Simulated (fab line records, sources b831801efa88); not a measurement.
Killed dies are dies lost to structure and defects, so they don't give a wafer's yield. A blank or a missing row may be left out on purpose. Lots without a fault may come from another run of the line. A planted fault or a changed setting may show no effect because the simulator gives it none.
Split-lot experiment | flow sfq_line | 5 lots, 23 wafers read, on a route of 325 steps

THE SPLIT
At SFQ_TRILAYER_M7_LITHO_COAT_182 (resist thk 62 nm), the setting spin_rpm was moved away from the recipe's 3000 rpm on 5 of the 23 wafers read, by -2.2% to +5.4%. The other wafers ran this setting at the recipe's value.

The reading is taken at the split's own step.

THE READING
BARC_of_TRILAYER_M7_LITHO_COAT_182.thk_nm (the simulator's own value, which no gauge read), in nm, at SFQ_TRILAYER_M7_LITHO_COAT_182 (resist thk 62 nm). The file gives no usual value for it. The 18 wafers here that ran the recipe average 61.90 nm, standard deviation 0.13 nm.

wafer  | tool, chamber at the split | spin_rpm as run, rpm | against the recipe | BARC_of_TRILAYER_M7_LITHO_COAT_182.thk_nm, nm | against lot-mates on the recipe
L075.3 | litho_track-02, 0          | 3000                 | recipe             | 61.95                                         | -
L075.4 | litho_track-02, 0          | 3000                 | recipe             | 61.94                                         | -
L075.5 | litho_track-02, 0          | 3000                 | recipe             | 61.87                                         | -
L079.1 | litho_track-02, 0          | 3000                 | recipe             | 62.04                                         | -
L079.2 | litho_track-02, 0          | 3000                 | recipe             | 62.12                                         | -
L079.4 | litho_track-02, 0          | 3000                 | recipe             | 61.99                                         | -
L079.5 | litho_track-02, 0          | 3000                 | recipe             | 62.06                                         | -
L079.6 | litho_track-02, 0          | 3000                 | recipe             | 62.05                                         | -
L080.1 | litho_track-02, 0          | 2933                 | -2.2%              | 62.65                                         | +0.79
L080.2 | litho_track-02, 0          | 3000                 | recipe             | 61.88                                         | -
L080.3 | litho_track-02, 0          | 3000                 | recipe             | 61.76                                         | -
L080.4 | litho_track-02, 0          | 2933                 | -2.2%              | 62.58                                         | +0.72
L080.5 | litho_track-02, 0          | 3000                 | recipe             | 61.93                                         | -
L081.1 | litho_track-02, 0          | 3000                 | recipe             | 61.75                                         | -
L081.2 | litho_track-02, 0          | 3161                 | +5.4%              | 60.15                                         | -1.62
L081.3 | litho_track-02, 0          | 3161                 | +5.4%              | 60.09                                         | -1.67
L081.5 | litho_track-02, 0          | 3000                 | recipe             | 61.78                                         | -
L081.6 | litho_track-02, 0          | 3161                 | +5.4%              | 60.08                                         | -1.69
L083.2 | litho_track-04, 0          | 3000                 | recipe             | 61.83                                         | -
L083.3 | litho_track-04, 0          | 3000                 | recipe             | 61.93                                         | -
L083.4 | litho_track-04, 0          | 3000                 | recipe             | 61.9                                          | -
L083.5 | litho_track-04, 0          | 3000                 | recipe             | 61.78                                         | -
L083.6 | litho_track-04, 0          | 3000                 | recipe             | 61.62                                         | -

THE FIT
A straight line over all 23 wafers: BARC_of_TRILAYER_M7_LITHO_COAT_182.thk_nm changes by -0.332 nm for each +1% of spin_rpm; r = -0.99; the points scatter about the line by 0.12 nm.
The same after taking each lot's own level away (the mean of its wafers on the recipe; 23 wafers): -0.313 nm for each +1%; r = -0.99; scatter 0.069 nm.
On that fit, the largest move of spin_rpm shifts the reading by 1.7 nm.
The lots' own levels span 61.765 to 62.052 nm, that is 2.3 times the standard deviation above.
So the lot-to-lot level changes the slope little: the two slopes agree.
Check: with one of the wafers moved furthest among these (+5.4%) left out of the fit, the line predicts -1.7 nm for it against its lot-mates. It came out at -1.62 nm against them.

OTHER SPLITS ON THESE WAFERS
These wafers also went through other splits before the reading. Each is held against what the fit with the lots' levels taken away leaves over:
other split on the same wafers               | wafers away from the commonest value | r with BARC_of_TRILAYER_M7_LITHO_COAT_182.thk_nm (lot level and that fit taken away)
SFQ_TRILAYER_I6_DEP_PECVD_165 time_s         | 7                                    | +0.05
SFQ_TRILAYER_I6_VIA_LITHO_EXPOSE_170 dose_mj | 8                                    | +0.09
SFQ_TRILAYER_M7_DEP_SPUTTER_175 time_s       | 5                                    | -0.11

THE FILE'S OWN FIT
BARC_of_TRILAYER_M7_LITHO_COAT_182.thk_nm changes by -0.314 nm for each +1% of spin_rpm, r = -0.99.
